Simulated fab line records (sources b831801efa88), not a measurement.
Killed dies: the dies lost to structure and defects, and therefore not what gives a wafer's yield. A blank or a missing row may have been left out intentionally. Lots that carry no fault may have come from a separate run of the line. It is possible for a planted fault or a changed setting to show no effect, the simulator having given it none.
fab line records	flow sky130	part 1 of 2: steps 1 to 41 of 42
record lots=5	wafers=15	last_day=50
route steps=708 shown GATE_OXIDE@192 POLY_GATE@204 RES_PROTECT@206 PAD_OPEN@708
lots untouched by any fault: they come from a run of this same line in which no faults occurred
start_h: the number of hours between the record's first day and the start of the first shown wafer of the lot	wait_h: hours from the lot's prior step to this one	" identical to the entry in the row above	L1.1+2: a row that stands for several wafers	- value missing, or start not given	* or withheld: withheld	< > ~ a bound
route shown NAME@n: a module of which the file shows steps, and the number in the route of the first	usual: mean/standard deviation of fault-free wafers	same: alike in all rows	chamber/n: place in a boat	sites: each site's reading	_std_site: how widely they spread, as a standard deviation	_edge_site: outer sites' mean less inner sites'	radius_mm: how far each site lies from the wafer's centre	mask NAME#n: copy n	behind: the most recent tool/chamber to have shaped the wafer	hold: why the lot was held/for how many hours/how that ended	device: the transistor (n, p or np) that didn't switch	end of line: at the end of the route, the tests of the same wafers	a step without rows: its recipe alone	killed: count of dies lost to structure and defects at first sort (not the wafer's yield)	map: the dies of a wafer, with x for killed, . for not killed, _ for no die there
set.NAME: the run value of the setting; set.NAME@STEP: its run value at that earlier step	model.NAME: the simulator's own value behind a step, which no gauge read
lots at selected steps of the route; one table per step, one row per wafer
services: from which hour (start_h, from the record's first day; less than 0 if before it) a tool's chamber was out of use, for how many hours, and why
## steps
# step SKY_GATE_OXIDE_COAT_05
# recipe resist=NOVOLAK	spin_rpm=3000	resist_thk_nm=1140
# step SKY_GATE_OXIDE_SOFTBAKE_06
# recipe temp_c=90	time_s=60	resist=NOVOLAK
# step SKY_GATE_OXIDE_EXPOSE_07
# recipe mask_id=LVOM	na=0.6	source_shape=conventional	sigma_outer=0.6	polarization=unpolarized	target_cd_nm=600	dose_mj=170
# step SKY_GATE_OXIDE_PEB_08
# recipe temp_c=withheld	time_s=*	resist=NOVOLAK
# step SKY_GATE_OXIDE_DEVELOP_09
# recipe resist=NOVOLAK	developer=TMAH	develop_time_s=60	dev_temp_c=23
# step SKY_GATE_OXIDE_OVL_MEAS_10
# usual GATE_OXIDE_OVL=1.1/1.2
lot.wafer	tool	chamber	start_h	wait_h	GATE_OXIDE_OVL[nm]
L770.3	overlay-02	-	337.20	0.1	3.1
L770.5	"	-	"	"	3.0
L770.6	"	-	"	"	2.5
L771.3	overlay-02	-	346.16	0.1	0.4
L771.5	"	-	"	"	1.1
L771.6	"	-	"	"	1.6
L774.2	overlay-01	-	374.10	0.1	2.0
L774.3	"	-	"	"	2.2
L774.4	"	-	"	"	0.2
L782.1	overlay-01	-	450.91	0.1	-0.8
L782.5	"	-	"	"	-0.1
L782.6	"	-	"	"	0.0
L789.2	overlay-01	-	497.97	0.1	1.0
L789.5	"	-	"	"	1.7
L789.6	"	-	"	"	2.2
# step SKY_GATE_OXIDE_IMPLANT_11
# recipe species=B	energy_kev=10	dose_cm2=2.551e+12	tilt_deg=withheld
# step SKY_GATE_OXIDE_WET_ETCH_12
# recipe chemistry=dHF	target_depth_nm=16.8	dry=n2_spin	target=SiO2	dilution=100:1	temp_c=25	time_s=336
# step SKY_GATE_OXIDE_STRIP_13
# recipe chemistry=O2/N2	power_w=1400	pressure_mtorr=1500	platen_temp_c=withheld	o2_flow_sccm=3000	n2_flow_sccm=300	overash_fraction=0.5
# usual drypump_motor_current_A=5.6/0.34	n2_flow_sccm=300.1/0.98	oes_product_au=0.716/0.0041	strip_time_to_endpoint_s=14.17/0.042
lot.wafer	tool	chamber	start_h	wait_h	drypump_motor_current_A	n2_flow_sccm	oes_product_au	rf_hours_counter_h	strip_time_to_endpoint_s
L770.3	plasma_asher-02	0	337.51	0.0	5.7	300.6	0.712	-	14.19
L770.5	"	1	"	"	6.1	299.2	0.715	-	14.19
L770.6	"	0	"	"	5.7	300.5	0.717	-	14.21
L771.3	plasma_asher-01	0	346.47	0.0	5.1	299.8	0.723	-	14.19
L771.5	"	0	"	"	5.1	300.7	0.718	-	14.15
L771.6	"	1	"	"	5.2	299.1	0.722	-	14.19
L774.2	plasma_asher-03	1	374.38	0.0	5.4	299.5	0.720	25	14.16
L774.3	"	1	"	"	5.4	302.0	0.710	-	14.09
L774.4	"	0	"	"	5.8	300.4	0.717	-	14.11
L782.1	plasma_asher-02	0	451.30	0.0	5.6	300.0	0.719	2	14.16
L782.5	"	1	"	"	6.1	301.5	0.715	-	14.13
L782.6	"	0	"	"	5.7	301.1	0.715	-	14.11
L789.2	plasma_asher-03	1	498.25	0.0	5.4	299.5	0.721	39	14.21
L789.5	"	0	"	"	5.8	300.5	0.712	-	14.23
L789.6	"	1	"	"	5.4	300.1	0.713	-	14.21
# step SKY_GATE_OXIDE_TW_MEAS_14
# usual GATE_OXIDE_TW=223.2/1.3
lot.wafer	tool	chamber	start_h	wait_h	GATE_OXIDE_TW
L770.3	film_metro-01	-	337.60	0.1	223.0
L770.5	"	-	"	"	224.8
L770.6	"	-	"	"	224.6
L771.3	film_metro-03	-	346.56	0.1	222.9
L771.5	"	-	"	"	222.1
L771.6	"	-	"	"	222.6
L774.2	film_metro-03	-	374.49	0.1	221.6
L774.3	"	-	"	"	221.8
L774.4	"	-	"	"	222.5
L782.1	film_metro-04	-	451.40	0.1	225.3
L782.5	"	-	"	"	224.9
L782.6	"	-	"	"	224.9
L789.2	film_metro-04	-	498.36	0.1	226.0
L789.5	"	-	"	"	224.7
L789.6	"	-	"	"	226.7
# step SKY_GATE_OXIDE_CLEAN_15
# recipe chemistry=SC1/SC2	mix=1:4:20	temp_c=70	time_s=150	dry=n2_spin
# step SKY_GATE_OXIDE_OXIDATION_16
# recipe temp_c=800	ambient=O2	idle_temp_c=700	ramp_up_c_per_min=10	ramp_down_c_per_min=3	stabilise_s=600	purge_s=300	target_thk_a=35.7	ox_time_s=1915
# step SKY_POLY_GATE_CVD_00
# recipe material=poly-Si	target_thk_nm=180	temp_c=620	time_s=720	pressure_mtorr=200
# usual spike_tc_bottom_C=641.2/1	spike_tc_centre_C=621.6/1.4	spike_tc_lower_C=620.0/0.97	spike_tc_upper_C=619.2/1.2	susceptor_temp_C=619.96/0.28
lot.wafer	tool	chamber	start_h	wait_h	spike_tc_bottom_C	spike_tc_centre_C	spike_tc_lower_C	spike_tc_upper_C	susceptor_temp_C	model.poly-Si_of_POLY_GATE_CVD_00.thk_nm
L770.3	lpcvd-01	0	340.36	0.0	641.5	622.8	621.0	619.4	620.18	181.8
L770.5	"	0	"	"	641.4	623.4	619.1	618.9	620.04	182.8
L770.6	"	0	"	"	642.5	623.2	620.4	620.4	619.99	182
L771.3	lpcvd-01	1	353.49	0.0	642.9	620.4	619.3	619.5	619.78	179.4
L771.5	"	1	"	"	641.0	619.7	620.4	619.2	619.65	179.2
L771.6	"	1	"	"	641.7	620.3	619.8	620.5	619.43	178.4
L774.2	lpcvd-01	0	376.12	0.0	633.9	615.4	613.2	608.7	612.08	151.8
L774.3	"	0	"	"	634.3	614.7	612.4	610.8	612.25	155.3
L774.4	"	0	"	"	633.2	614.3	612.6	610.2	612.48	152.1
L782.1	lpcvd-01	0	453.04	0.0	640.9	623.2	620.4	618.9	619.71	184.9
L782.5	"	0	"	"	640.8	622.5	618.9	617.3	620.08	182.8
L782.6	"	0	"	"	638.7	621.7	620.3	619.3	619.96	182.7
L789.2	lpcvd-01	1	500.14	0.0	640.2	620.7	620.8	620.2	619.84	178.2
L789.5	"	1	"	"	640.4	618.6	619.1	620.5	619.90	177.6
L789.6	"	1	"	"	640.8	620.0	620.1	620.5	619.92	178.8
# step SKY_POLY_GATE_THK_MEAS_01
# recipe reads=poly-Si_of_POLY_GATE_CVD_00
# usual POLY_GATE_CVD_00_THK=180.7/1.9
lot.wafer	tool	chamber	start_h	wait_h	POLY_GATE_CVD_00_THK[nm]
L770.3	film_metro-02	-	341.58	0.0	181.7
L770.5	"	-	"	"	182.7
L770.6	"	-	"	"	182.1
L771.3	film_metro-02	-	354.71	0.0	179.3
L771.5	"	-	"	"	179.2
L771.6	"	-	"	"	178.4
L774.2	film_metro-01	-	377.93	0.0	151.8
L774.3	"	-	"	"	155.4
L774.4	"	-	"	"	152.1
L782.1	film_metro-03	-	454.24	0.0	184.9
L782.5	"	-	"	"	182.7
L782.6	"	-	"	"	182.6
L789.2	film_metro-03	-	501.35	0.0	178.2
L789.5	"	-	"	"	177.5
L789.6	"	-	"	"	178.8
# step SKY_RES_PROTECT_DEHYDRATE_00
# recipe temp_c=200	time_s=60
# step SKY_RES_PROTECT_HMDS_01
# recipe prime_time_s=60	prime_temp_c=120
# step SKY_RES_PROTECT_COAT_02
# recipe resist=NOVOLAK	spin_rpm=3000	resist_thk_nm=1140
# step SKY_RES_PROTECT_SOFTBAKE_03
# recipe temp_c=90	time_s=60	resist=NOVOLAK
# step SKY_RES_PROTECT_EXPOSE_04
# recipe mask_id=RPM	na=0.6	source_shape=conventional	sigma_outer=0.6	polarization=unpolarized	target_cd_nm=1270	dose_mj=131
# step SKY_RES_PROTECT_PEB_05
# recipe temp_c=withheld	time_s=*	resist=NOVOLAK
# step SKY_RES_PROTECT_DEVELOP_06
# recipe resist=NOVOLAK	developer=TMAH	develop_time_s=60	dev_temp_c=23
# step SKY_POLY_GATE_IMPLANT_02
# recipe species=P	energy_kev=30	dose_cm2=7.7e+15	tilt_deg=0
# step SKY_RES_PROTECT_STRIP_07
# recipe chemistry=O2/N2	power_w=1400	pressure_mtorr=1500	platen_temp_c=withheld	o2_flow_sccm=3000	n2_flow_sccm=300	overash_fraction=0.5
# usual drypump_motor_current_A=5.50/0.26	n2_flow_sccm=299.9/0.79	oes_product_au=0.518/0.0044	strip_time_to_endpoint_s=23.30/0.04
lot.wafer	tool	chamber	start_h	wait_h	drypump_motor_current_A	n2_flow_sccm	oes_product_au	rf_hours_counter_h	strip_time_to_endpoint_s
L770.3	plasma_asher-01	1	368.10	0.1	5.17	299.5	0.511	-	23.29
L770.5	"	0	"	"	5.11	299.5	0.513	-	23.31
L770.6	"	1	"	"	5.15	298.7	0.518	-	23.34
L771.3	plasma_asher-03	1	381.05	0.1	5.42	298.8	0.521	-	23.32
L771.5	"	0	"	"	5.78	300.3	0.517	-	23.26
L771.6	"	1	"	"	5.43	301.1	0.513	-	23.29
L774.2	plasma_asher-03	0	406.02	0.1	5.79	299.3	0.520	29	23.30
L774.3	"	1	"	"	5.41	298.7	0.520	-	23.37
L774.4	"	0	"	"	5.75	300.0	0.525	-	23.31
L782.1	plasma_asher-04	0	484.32	0.1	5.74	300.4	0.514	82	23.30
L782.5	"	1	"	"	5.58	299.0	0.516	-	23.35
L782.6	"	0	"	"	5.72	300.4	0.525	-	23.38
L789.2	plasma_asher-04	0	531.66	0.1	5.73	300.2	0.510	87	23.27
L789.5	"	0	"	"	5.73	298.2	0.521	-	23.29
L789.6	"	1	"	"	5.53	300.0	0.527	-	23.29
# step SKY_RES_PROTECT_TW_MEAS_08
# usual POLY_GATE_TW=4061/40
lot.wafer	tool	chamber	start_h	wait_h	POLY_GATE_TW
L770.3	film_metro-02	-	368.18	0.1	4094
L770.5	"	-	"	"	4087
L770.6	"	-	"	"	4080
L771.3	film_metro-04	-	381.14	0.1	4054
L771.5	"	-	"	"	4054
L771.6	"	-	"	"	4066
L774.2	film_metro-03	-	406.13	0.1	4015
L774.3	"	-	"	"	4019
L774.4	"	-	"	"	3997
L782.1	film_metro-04	-	484.42	0.1	4081
L782.5	"	-	"	"	4094
L782.6	"	-	"	"	4110
L789.2	film_metro-02	-	531.77	0.1	4071
L789.5	"	-	"	"	4074
L789.6	"	-	"	"	4088
# step SKY_RES_PROTECT_CLEAN_09
# recipe chemistry=SC1/SC2	mix=1:4:20	temp_c=70	time_s=150	dry=n2_spin
lot.wafer	tool	chamber	start_h	wait_h	model.poly-Si_of_POLY_GATE_CVD_00.thk_nm
L770.3	wet_bench-01	0	368.22	0.0	181.1
L770.5	"	0	"	"	182.1
L770.6	"	0	"	"	181.4
L771.3	wet_bench-03	2	381.18	0.0	178.8
L771.5	"	2	"	"	178.6
L771.6	"	2	"	"	177.8
L774.2	wet_bench-01	3	406.18	0.0	151.2
L774.3	"	3	"	"	154.6
L774.4	"	3	"	"	151.4
L782.1	wet_bench-01	1	484.48	0.1	184.3
L782.5+6	"	1	"	"	182.1
L789.2	wet_bench-01	3	531.82	0.0	177.6
L789.5	"	3	"	"	176.9
L789.6	"	3	"	"	178.2
# step SKY_POLY_GATE_CVD_03
# recipe material=Si3N4	precursor=DCS/NH3	target_thk_nm=75	temp_c=770	time_s=1290	pressure_mtorr=250
# step SKY_POLY_GATE_THK_MEAS_04
# recipe reads=Si3N4_of_POLY_GATE_CVD_03
# usual POLY_GATE_CVD_03_THK=75.4/0.68
lot.wafer	tool	chamber	start_h	wait_h	POLY_GATE_CVD_03_THK[nm]
L770.3	film_metro-03	-	387.48	0.1	75.1
L770.5	"	-	"	"	74.6
L770.6	"	-	"	"	74.9
L771.3	film_metro-02	-	387.49	0.1	75.8
L771.5	"	-	"	"	75.7
L771.6	"	-	"	"	75.3
L774.2	film_metro-01	-	409.51	0.0	76.4
L774.3	"	-	"	"	76.2
L774.4	"	-	"	"	76.0
L782.1	film_metro-02	-	487.43	0.0	74.7
L782.5	"	-	"	"	74.9
L782.6	"	-	"	"	75.6
L789.2	film_metro-03	-	533.24	0.0	76.3
L789.5	"	-	"	"	76.1
L789.6	"	-	"	"	76.1
# step SKY_POLY_GATE_DEHYDRATE_05
# recipe temp_c=200	time_s=60
# step SKY_POLY_GATE_HMDS_06
# recipe prime_time_s=60	prime_temp_c=120
# step SKY_POLY_GATE_COAT_07
# recipe resist=BARC	temp_c=withheld	time_s=withheld	spin_rpm=3000	resist_thk_nm=110
# step SKY_POLY_GATE_COAT_08
# recipe resist=KrF-thick	spin_rpm=3000	resist_thk_nm=450
# step SKY_POLY_GATE_SOFTBAKE_09
# recipe temp_c=100	time_s=90	resist=KrF-thick
# step SKY_POLY_GATE_EXPOSE_10
# recipe mask_id=P1M	na=0.68	source_shape=conventional	sigma_outer=0.6	target_cd_nm=150	dose_mj=28
# step SKY_POLY_GATE_PEB_11
# recipe peb_temp_c=withheld	peb_time_s=withheld	resist=KrF-thick
# step SKY_POLY_GATE_DEVELOP_12
# recipe develop_time_s=60	resist=KrF-thick	dev_temp_c=19.86
# step SKY_POLY_GATE_CD_MEAS_13
# recipe target_cd_nm=150
# usual cd_nm=150.2/1.4
lot.wafer	tool	chamber	start_h	wait_h	cd_nm
L770.3	cd_sem-01	-	416.66	-	151.8
L770.5	"	-	"	"	151.1
L770.6	"	-	"	"	151.4
L771.3	cd_sem-02	-	417.01	-	152.9
L771.5	"	-	"	"	152.2
L771.6	"	-	"	"	152.2
L774.2	cd_sem-01	-	439.29	-	149.7
L774.3	"	-	"	"	150.8
L774.4	"	-	"	"	149.2
L782.1	cd_sem-01	-	518.24	-	148.1
L782.5	"	-	"	"	147.6
L782.6	"	-	"	"	146.8
L789.2	cd_sem-02	-	563.72	-	149.9
L789.5	"	-	"	"	151.0
L789.6	"	-	"	"	148.8
# step SKY_POLY_GATE_OVL_MEAS_14
# usual POLY_GATE_OVL=-1/5.2
lot.wafer	tool	chamber	start_h	wait_h	POLY_GATE_OVL[nm]
L770.3	overlay-02	-	416.75	0.1	-7
L770.5	"	-	"	"	-9
L770.6	"	-	"	"	-7
L771.3	overlay-02	-	417.10	0.1	9
L771.5	"	-	"	"	2
L771.6	"	-	"	"	-3
L774.2	overlay-01	-	439.39	0.1	3
L774.3	"	-	"	"	3
L774.4	"	-	"	"	5
L782.1	overlay-01	-	518.36	0.1	2
L782.5	"	-	"	"	0
L782.6	"	-	"	"	-7
L789.2	overlay-01	-	563.83	0.1	-3
L789.5	"	-	"	"	-8
L789.6	"	-	"	"	1
# step SKY_POLY_GATE_ETCH_15
# recipe chemistry=N2/H2	target=BARC	ion_energy_ev=200	source_w=500	bias_w=100	pressure_mtorr=30	n2_flow_sccm=100	h2_flow_sccm=200	stop_on=SiO2	time_s=118.5	target_depth_a=1100
# usual drypump_motor_current_A=5.8/0.35	n2_flow_sccm=100.00/0.3	oes_product_au=0.716/0.0047	throttle_valve_pct=13.213/0.0095
lot.wafer	tool	chamber	start_h	wait_h	drypump_motor_current_A	n2_flow_sccm	oes_product_au	rf_hours_counter_h	throttle_valve_pct
L770.3	rie_diel-01	1	416.77	0.0	5.5	100.26	0.715	3	13.209
L770.5	"	1	"	"	5.4	100.20	0.713	-	13.211
L770.6	"	0	"	"	5.7	99.70	0.717	-	13.223
L771.3	rie_diel-03	0	417.12	0.0	6.4	100.19	0.714	7	13.218
L771.5	"	0	"	"	6.4	100.03	0.715	-	13.218
L771.6	"	2	"	"	6.3	99.78	0.725	-	13.220
L774.2	rie_diel-01	2	439.42	0.0	5.9	99.96	0.713	16	13.209
L774.3	"	0	"	"	5.7	100.03	0.722	3	13.226
L774.4	"	1	"	"	5.5	100.03	0.718	4	13.203
L782.1	rie_diel-01	2	518.40	0.0	5.9	100.24	0.717	17	13.217
L782.5	"	3	"	"	6.1	100.46	0.717	-	13.194
L782.6	"	2	"	"	5.9	99.58	0.713	-	13.224
L789.2	rie_diel-01	3	563.86	0.0	6.1	99.41	0.721	28	13.222
L789.5	"	0	"	"	5.7	99.47	0.723	-	13.202
L789.6	"	3	"	"	6.1	99.61	0.713	-	13.205
# step SKY_POLY_GATE_ETCH_16
# recipe stop_on=poly-Si	chemistry=CH3F/O2	target=Si3N4	source_w=400	bias_w=80	pressure_mtorr=25	ch3f_flow_sccm=40	O2_flow_sccm=30	time_s=147.5	target_depth_a=750
# usual drypump_motor_current_A=5.8/0.35	oes_product_au=0.642/0.0048	throttle_valve_pct=10.535/0.0088
lot.wafer	tool	chamber	start_h	wait_h	drypump_motor_current_A	oes_product_au	rf_hours_counter_h	throttle_valve_pct
L770.3	rie_diel-01	1	416.86	0.0	5.4	0.645	3	10.544
L770.5	"	1	"	"	5.4	0.636	-	10.542
L770.6	"	0	"	"	5.7	0.647	-	10.518
L771.3	rie_diel-03	0	417.21	0.0	6.4	0.644	7	10.523
L771.5	"	0	"	"	6.4	0.642	-	10.528
L771.6	"	2	"	"	6.3	0.642	-	10.551
L774.2	rie_diel-01	2	439.51	0.0	5.9	0.651	16	10.525
L774.3	"	0	"	"	5.7	0.636	3	10.537
L774.4	"	1	"	"	5.4	0.645	4	10.546
L782.1	rie_diel-01	2	518.48	0.0	5.9	0.645	17	10.536
L782.5	"	3	"	"	6.1	0.645	-	10.538
L782.6	"	2	"	"	5.9	0.648	-	10.526
L789.2	rie_diel-01	3	563.94	0.0	6.1	0.650	28	10.534
L789.5	"	0	"	"	5.7	0.655	-	10.540
L789.6	"	3	"	"	6.1	0.646	-	10.533
# step SKY_POLY_GATE_ETCH_17
# recipe target_depth_nm=180	stop_on=SiO2	over_etch_frac=0.56667	chemistry=HBr/Cl2	target=poly-Si	icp_w=400	bias_w=100	pressure_mtorr=10	HBr_flow_sccm=150	Cl2_flow_sccm=50	time_s=70.5
# usual drypump_motor_current_A=5.6/0.52	he_backside_leak_sccm=2.58/0.23	oes_product_au=0.988/0.0071	throttle_valve_pct=33.683/0.0078
lot.wafer	tool	chamber	start_h	wait_h	drypump_motor_current_A	he_backside_leak_sccm	oes_product_au	rf_hours_counter_h	throttle_valve_pct	model.etch.depth_nm	model.POLY_GATE.feature_depth_nm
L770.3	rie_si-02	3	416.95	0.0	5.4	2.52	0.987	1	33.670	181.1	181.1
L770.5	"	1	"	"	6.4	2.50	0.987	-	33.683	178.5	178.5
L770.6	"	2	"	"	4.9	2.92	0.993	-	33.686	180.8	180.8
L771.3	rie_si-01	3	417.30	0.0	5.5	2.45	0.984	25	33.679	178.8	178.8
L771.5	"	1	"	"	6.0	2.55	0.992	-	33.698	178.6	178.6
L771.6	"	0	"	"	5.2	2.63	0.981	-	33.678	177.8	177.8
L774.2	rie_si-02	2	439.60	0.0	4.9	2.78	0.885	25	33.681	151.2	151.2
L774.3	"	0	"	"	6.2	2.44	0.893	2	33.693	154.6	154.6
L774.4	"	3	"	"	5.4	2.53	0.887	1	33.690	151.4	151.4
L782.1	rie_si-02	3	518.58	0.0	5.5	2.55	1.001	1	33.680	180.2	180.2
L782.5	"	3	"	"	5.5	2.51	0.992	-	33.689	179.4	179.4
L782.6	"	0	"	"	6.2	2.27	0.994	-	33.668	180.6	180.6
L789.2	rie_si-01	2	564.04	0.0	5.0	2.80	0.984	1	33.669	177.6	177.6
L789.5	"	1	"	"	5.9	2.53	0.980	-	33.682	176.9	176.9
L789.6	"	0	"	"	5.2	2.25	0.989	-	33.690	178.2	178.2
# step SKY_POLY_GATE_STRIP_18
# recipe chemistry=O2/N2	power_w=1400	pressure_mtorr=1500	platen_temp_c=withheld	o2_flow_sccm=3000	n2_flow_sccm=300	overash_fraction=0.5
# usual drypump_motor_current_A=5.6/0.34	n2_flow_sccm=299.9/0.92	oes_product_au=0.361/0.0045	strip_time_to_endpoint_s=3.161/0.028
lot.wafer	tool	chamber	start_h	wait_h	drypump_motor_current_A	n2_flow_sccm	oes_product_au	rf_hours_counter_h	strip_time_to_endpoint_s
L770.3	plasma_asher-01	1	417.04	0.1	5.2	300.1	0.362	-	3.169
L770.5	"	1	"	"	5.1	300.6	0.359	-	3.175
L770.6	"	0	"	"	5.1	300.3	0.360	-	3.165
L771.3	plasma_asher-02	1	417.39	0.1	6.1	299.2	0.366	-	3.195
L771.5	"	0	"	"	5.7	300.4	0.368	-	3.206
L771.6	"	1	"	"	6.1	298.1	0.362	-	3.173
L774.2	plasma_asher-04	1	439.66	0.0	5.6	300.2	0.363	78	3.136
L774.3	"	1	"	"	5.6	301.1	0.357	-	3.154
L774.4	"	0	"	"	5.7	299.6	0.353	-	3.177
L782.1	plasma_asher-04	0	518.63	0.0	5.7	300.0	0.359	86	3.137
L782.5	"	0	"	"	5.7	300.1	0.362	-	3.189
L782.6	"	1	"	"	5.6	299.1	0.360	-	3.108
L789.2	plasma_asher-01	1	564.09	0.0	5.1	298.7	0.360	72	3.186
L789.5	"	1	"	"	5.1	299.5	0.357	-	3.154
L789.6	"	0	"	"	5.1	299.6	0.367	-	3.162
## key
first_sign step=SKY_POLY_GATE_CVD_00	reading=susceptor_temp_C	direction=down	sigmas=28	usual=*	struck=*
effect step=SKY_POLY_GATE_CVD_00	reading=spike_tc_upper_C	direction=down	sigmas=7.7	usual=619.2	struck=609.9
effect step=SKY_POLY_GATE_THK_MEAS_01	reading=POLY_GATE_CVD_00_THK	direction=down	sigmas=15	usual=180.7	struck=153.1
effect step=SKY_POLY_GATE_ETCH_17	reading=oes_product_au	direction=down	sigmas=14	usual=0.988	struck=0.888
model_effect step=SKY_POLY_GATE_CVD_00	value=poly-Si_of_POLY_GATE_CVD_00.thk_nm	without=182.7	struck=153.1
model_effect step=SKY_RES_PROTECT_CLEAN_09	value=poly-Si_of_POLY_GATE_CVD_00.thk_nm	without=182	struck=152.4
model_effect step=SKY_POLY_GATE_ETCH_17	value=etch.depth_nm	without=180.1	struck=152.4
model_effect step=SKY_PAD_OPEN_PROBE_99	value=etest.res_high_po.line_ohm_um	without=732.4	struck=859.2
met_at SKY_POLY_GATE_CVD_00
struck_wafers L774.2,L774.3,L774.4
tester_left_out L774
onset_between 340.36 376.12
fault kind=process_parameter_drift	tool=lpcvd-01	chamber=0	onset_h=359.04	steps=SKY_POLY_GATE_CVD_00	channel=temp_c	offset=*	shape=step	end_h=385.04	stated=*
# tester_left_out: of these lots the tester's yield and bins aren't shown, on N5 and GAA mostly nor the transistor test; their killed dies are dies lost to structure and defects alone, not to doping, threshold or leakage, so they don't give the yield
